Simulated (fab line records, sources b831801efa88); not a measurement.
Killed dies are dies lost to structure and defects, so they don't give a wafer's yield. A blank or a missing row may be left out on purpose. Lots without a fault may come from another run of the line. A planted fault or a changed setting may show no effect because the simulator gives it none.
One fault seen from 2 desks | flow gf180mcu | each desk has only its own numbers; what lay behind them comes last

THE TOOL OWNER'S DESK: wet_bench-02
The tool's own readings at GF_SAB_WET_ETCH_12 (etches SiO2 in dHF, target depth 22 nm, time 440 s): means of the sampled wafers that have a number, for each lot that ran on this tool. A lot is out of limits, marked OUT, if its mean lies more than 4 standard deviations from the usual mean; the brackets give that distance.
Columns: A = bath_heat_duty_pct at GF_SAB_WET_ETCH_12, usual 6.1 %; B = temp_c at GF_SAB_WET_ETCH_12, usual 24.99 C
lot  | first seen here | A              | B
L977 | day 15 23:43    | 6.2            | 24.98
L979 | day 16 17:31    | 0.0 (-8.7) OUT | 15.99 (-94) OUT
L981 | day 17 08:39    | 0.0 (-8.7) OUT | 15.92 (-95) OUT
This desk's finding: out of limits on L979, L981; first on L979, day 16 17:31 (bath_heat_duty_pct at GF_SAB_WET_ETCH_12). In limits: L977.

THE METROLOGY DESK
What the gauges read, lot by lot, whatever tool the lot ran on: means of the sampled wafers that have a number. A lot is out of limits, marked OUT, if its mean lies more than 4 standard deviations from the usual mean; the brackets give that distance.
Columns: A = SAB_CVD_00_THK at GF_SAB_THK_MEAS_01, usual 50.2 nm; B = cd_nm at GF_SAB_CD_MEAS_09, usual 419.1 nm; C = SAB_OVL at GF_SAB_OVL_MEAS_10, usual -0.4 nm
lot  | first seen here | A    | B     | C
L976 | day 14 15:47    | 49.7 | 419.0 | -2.0
L977 | day 15 01:59    | 50.4 | 423.7 | -0.7
L979 | day 15 19:38    | 49.7 | 416.0 | 0.9
L981 | day 16 09:50    | 51.0 | 422.4 | 0.1
L991 | day 20 04:11    | 51.5 | 417.0 | -0.7
L992 | day 20 07:59    | 50.6 | 420.3 | -0.5
This desk's finding: nothing out of limits on any of the 6 lots.

PUT TOGETHER
The tool owner's desk could have raised an alarm at day 16 17:31, on L979, L981.
The metrology desk saw nothing out of limits.
The metrology desk has L979, L981 on record, within its limits.
Of the lots named, all ran GF_SAB_WET_ETCH_12 on wet_bench-02.

WHAT THE SIMULATOR HAD PUT IN
Process parameter drift: wet_bench-02, from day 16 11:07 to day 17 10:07, at GF_SAB_WET_ETCH_12. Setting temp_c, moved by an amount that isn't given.
Lots struck among those shown: L979, L981.
Hours from the fault's start to each desk's first reading out of limits: the tool owner's desk, 6.
